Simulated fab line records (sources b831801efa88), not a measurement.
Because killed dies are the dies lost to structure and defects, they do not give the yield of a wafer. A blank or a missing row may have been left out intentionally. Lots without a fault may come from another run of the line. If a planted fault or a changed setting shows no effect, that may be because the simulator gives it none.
What tool caused it? ; flow sky130 ; Sampling: 12 lots, 36 wafers, 2 of 708 route steps

== WHAT EACH GAUGE READ, for each wafer ==
SKY_VIA1_THK_MEAS_01.
lot;measured;on;VIA1_HDPCVD_THK (nm)
L075;day 32 20:20;film_metro-02;1033 1035 1021
L077;day 33 17:32;film_metro-03;1018 1016 1007
L079;day 34 19:08;film_metro-01;1034 1025 1047
L082;day 35 14:31;film_metro-01;1032 1029 1028
L084;day 36 13:14;film_metro-03;1044 1053 1035
L085;day 36 14:37;film_metro-01;1014 1016 1034
L087;day 37 00:29;film_metro-02;1024 1023 1039
L089;day 37 19:49;film_metro-03;1022 1018 1014
L091;day 38 06:56;film_metro-01;1021 1013 1020
L093;day 39 03:13;film_metro-01;1034 1031 1039
L095;day 39 08:45;film_metro-02;1030 1031 1025
L097;day 40 02:49;film_metro-03;1031 1021 1017

== TOOL THAT RAN EACH LOT (tool first, then ch and the chambers of the sampled wafers, then the start) ==
lot;SKY_METAL1_METAL_ETCH_19
L075;rie_metal-04 ch 0,1, day 32 19:32
L077;rie_metal-04 ch 0,1, day 33 16:44
L079;rie_metal-02 ch 0,1, day 34 18:20
L082;rie_metal-02 ch 0,1, day 35 13:42
L084;rie_metal-02 ch 1, day 36 11:52
L085;rie_metal-04 ch 0,1, day 36 13:23
L087;rie_metal-01 ch 0,1, day 36 23:41
L089;rie_metal-01 ch 1, day 37 19:01
L091;rie_metal-01 ch 0,1, day 38 06:07
L093;rie_metal-04 ch 0,1, day 39 02:25
L095;rie_metal-02 ch 0,1, day 39 07:58
L097;rie_metal-04 ch 0,1, day 40 01:52
- SKY_METAL1_METAL_ETCH_19: etches the open film in Cl2/BCl3, stops on SiO2, target depth 360 nm, time 78 s.

== THE ANSWER, worked out from the rows above alone ==
Rule: the lots themselves supply what counts as usual. The widest of any qualifying gaps counts: lots, ordered by their means at a reading, are off when they make up no more than a third of the lots, leave a main group of 4 or more, and stand apart from it by 3 or more times the standard deviation of that group's means. The tables above print the reading to a certain number of digits; a main group whose means all agree to those digits is not used. A lot without any number at a reading at which 4 lots or more have one is off too. Any other lot the step has rows for is counted as sound.
Across all readings shown, no lot is off: no conclusion can be drawn from this.

== WHAT THE SIMULATOR HAD PUT IN ==
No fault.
